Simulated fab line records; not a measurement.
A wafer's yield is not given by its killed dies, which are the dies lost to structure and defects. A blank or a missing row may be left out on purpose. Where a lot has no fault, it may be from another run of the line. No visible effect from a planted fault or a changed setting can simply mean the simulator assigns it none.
Matching of chambers    flow sky130    4 sister chambers for SKY_VIA2_CMP_24 on cmp-01
The step polishes, stops on SiO2, t overpolish 20 s, target thk 0 nm. 7 wafers are shown with their chamber, then 7 later ones without.

== WAFERS, EACH WITH ITS CHAMBER ==
wafer   chamber  motor_current_A (A)
L478.4  0        11.4
L489.5  3        12.7
L494.1  3        12.6
L494.2  2        10.7
L494.5  1        12.6
L498.1  1        12.5
L498.5  2        10.6

== WAFERS MISSING THEIR CHAMBER ==
wafer   motor_current_A (A)
L498.6  12.0
L500.3  12.9
L500.4  10.7
L500.6  12.5
L501.2  12.4
L501.4  10.2
L501.5  10.8

== EACH ONE'S CHAMBER ==
wafer   from the rows above           in truth
L498.6  can't be placed: 1 or 0 or 3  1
L500.3  can't be placed: 3 or 1       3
L500.4  2                             2
L500.6  can't be placed: 1 or 3       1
L501.2  can't be placed: 1 or 3       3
L501.4  2                             2
L501.5  2                             2
Placed correctly: 3 of 7. Can't be placed from these rows: 4 (the true chamber is among the candidates in 4). Wrongly placed: 0.
How it was worked out, from the rows above alone: a wafer's distance from a chamber is the root of the sum, over the readings, of the square of ((its reading less the chamber's mean) divided by the reading's scatter). If the next closest chamber is less than 2 further off than the closest, the wafer can't be placed; otherwise it belongs to the closest. A chamber's mean is the mean of its shown wafers. How the scatter is found: for the shown wafers, subtract from each reading the mean of its chamber, square and add these, divide the total by (wafers less chambers), then take the root.
